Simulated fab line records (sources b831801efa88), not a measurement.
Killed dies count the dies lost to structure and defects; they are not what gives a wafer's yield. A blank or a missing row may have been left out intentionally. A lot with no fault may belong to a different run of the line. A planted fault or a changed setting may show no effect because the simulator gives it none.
Which tool was responsible? | flow sky130 | Sampling: 12 lots, 36 wafers, 3 of 708 route steps

== WHAT THE GAUGES READ, wafer by wafer ==
SKY_LOCAL_INTERCONNECT_OVL_MEAS_12. Usual: for LOCAL_INTERCONNECT_OVL the level is -2 nm and the standard deviation is 4.9.
lot  | measured     | on         | LOCAL_INTERCONNECT_OVL (nm) | flag
L870 | day 31 21:41 | overlay-02 | -5 -7 -9                    |
L871 | day 32 15:27 | overlay-01 | -6 -7 -11                   |
L873 | day 32 19:05 | overlay-02 | -8 2 2                      |
L874 | day 33 05:35 | overlay-01 | 6 -5 -5                     |
L875 | day 33 15:54 | overlay-01 | -3 2 -3                     |
L876 | day 33 20:56 | overlay-02 | -9 -12 -9                   |
L878 | day 34 12:03 | overlay-01 | -2 -6 -7                    |
L881 | day 35 18:19 | overlay-02 | 2 2 0                       |
L885 | day 36 14:10 | overlay-01 | -4 -4 -7                    |
L886 | day 36 20:05 | overlay-01 | 6 1 3                       |
L887 | day 37 06:41 | overlay-01 | -3 -1 -2                    |
L892 | day 38 10:39 | overlay-01 | -2 -2 -6                    |

SKY_CONTACT_THK_MEAS_03. Usual: for CONTACT_HDPCVD_THK the level is 566 nm and the standard deviation is 5.6.
lot  | measured     | on            | CONTACT_HDPCVD_THK (nm) | flag
L870 | day 31 22:38 | film-metro-02 | 561 560 568             |
L871 | day 32 16:22 | film-metro-03 | 561 557 554             |
L873 | day 32 20:02 | film-metro-02 | 561 566 563             |
L874 | day 33 06:31 | film-metro-04 | 562 564 569             |
L875 | day 33 16:52 | film-metro-02 | 562 563 571             |
L876 | day 33 21:51 | film-metro-04 | 569 565 564             |
L878 | day 34 13:00 | film-metro-02 | 566 563 565             |
L881 | day 35 19:17 | film-metro-03 | 566 566 569             |
L885 | day 36 15:11 | film-metro-02 | 801 804 574             | OFF
L886 | day 36 21:00 | film-metro-02 | 796 796 572             | OFF
L887 | day 37 07:38 | film-metro-02 | 568 565 560             |
L892 | day 38 11:36 | film-metro-03 | 567 573 568             |

== EACH LOT AND THE TOOL THAT RAN IT (in order: tool; ch and the chambers of the sampled wafers; start) ==
lot  | SKY_CONTACT_HDPCVD_02
L870 | hdpcvd-01 ch 0,2, day 31 22:33
L871 | hdpcvd-02 ch 0,1,2, day 32 16:17
L873 | hdpcvd-01 ch 1,2, day 32 19:58
L874 | hdpcvd-02 ch 0,1,2, day 33 06:28
L875 | hdpcvd-02 ch 0,1,2, day 33 16:47
L876 | hdpcvd-01 ch 0,2, day 33 21:47
L878 | hdpcvd-02 ch 1,2, day 34 12:54
L881 | hdpcvd-01 ch 1,2, day 35 19:11
L885 | hdpcvd-02 ch 0,1,2, day 36 15:05
L886 | hdpcvd-02 ch 0,1,2, day 36 20:55
L887 | hdpcvd-01 ch 1,2, day 37 07:34
L892 | hdpcvd-01 ch 0,2, day 38 11:32
- SKY_CONTACT_HDPCVD_02: deposits SiO2, target thk 565 nm, time 94.2 s.

== WHAT THE TOOLS THEMSELVES READ (means of the sampled wafers that have a number; where no wafer has one, the mark that the record gives instead) ==
SKY_CONTACT_HDPCVD_02. Usual: susceptor-temp-C at 600.01 C, with a standard deviation of 0.27.
lot  | tool      | susceptor-temp-C (C) | flag
L870 | hdpcvd-01 | 599.75               |
L871 | hdpcvd-02 | 599.81               |
L873 | hdpcvd-01 | 600.33               |
L874 | hdpcvd-02 | 600.00               |
L875 | hdpcvd-02 | 599.89               |
L876 | hdpcvd-01 | 599.81               |
L878 | hdpcvd-02 | 600.11               |
L881 | hdpcvd-01 | 599.70               |
L885 | hdpcvd-02 | 599.84               |
L886 | hdpcvd-02 | 600.02               |
L887 | hdpcvd-01 | 599.93               |
L892 | hdpcvd-01 | 600.14               |

== THE ANSWER, worked out from the rows above alone ==
Rule: take the mean of a lot's wafers that have a number; if it is more than 3 standard deviations from the usual mean, the lot is off. A lot without any number at a reading at which 4 lots or more have one is off too. Where the step has rows for the other lots, those lots are counted as sound. After the gauges, taken in route order, come the tools' own readings; for these a lot's mean is taken, as printed above. The first step at which some lot is off is used, and at that step the reading that is off furthest; a lot without a number counts as furthest.
Off: L885, L886, seen at SKY_CONTACT_THK_MEAS_03 (CONTACT_HDPCVD_THK).
A tool fits if, at a process step before that reading, it ran every lot that is off, and no sound lot after the first of them. Gauges at SKY_CONTACT_THK_MEAS_03: tried the same way as those tools. One fits: SKY_CONTACT_HDPCVD_02 on hdpcvd-02. A fault onset in the window from L878 (day 34 12:54, its last sound lot) to L885 (day 36 15:05, its first lot off) fits.

== WHAT HAD BEEN PUT IN BY THE SIMULATOR ==
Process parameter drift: hdpcvd-02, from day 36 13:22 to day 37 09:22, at SKY_CONTACT_HDPCVD_02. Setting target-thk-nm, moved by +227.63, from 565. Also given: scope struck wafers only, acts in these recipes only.
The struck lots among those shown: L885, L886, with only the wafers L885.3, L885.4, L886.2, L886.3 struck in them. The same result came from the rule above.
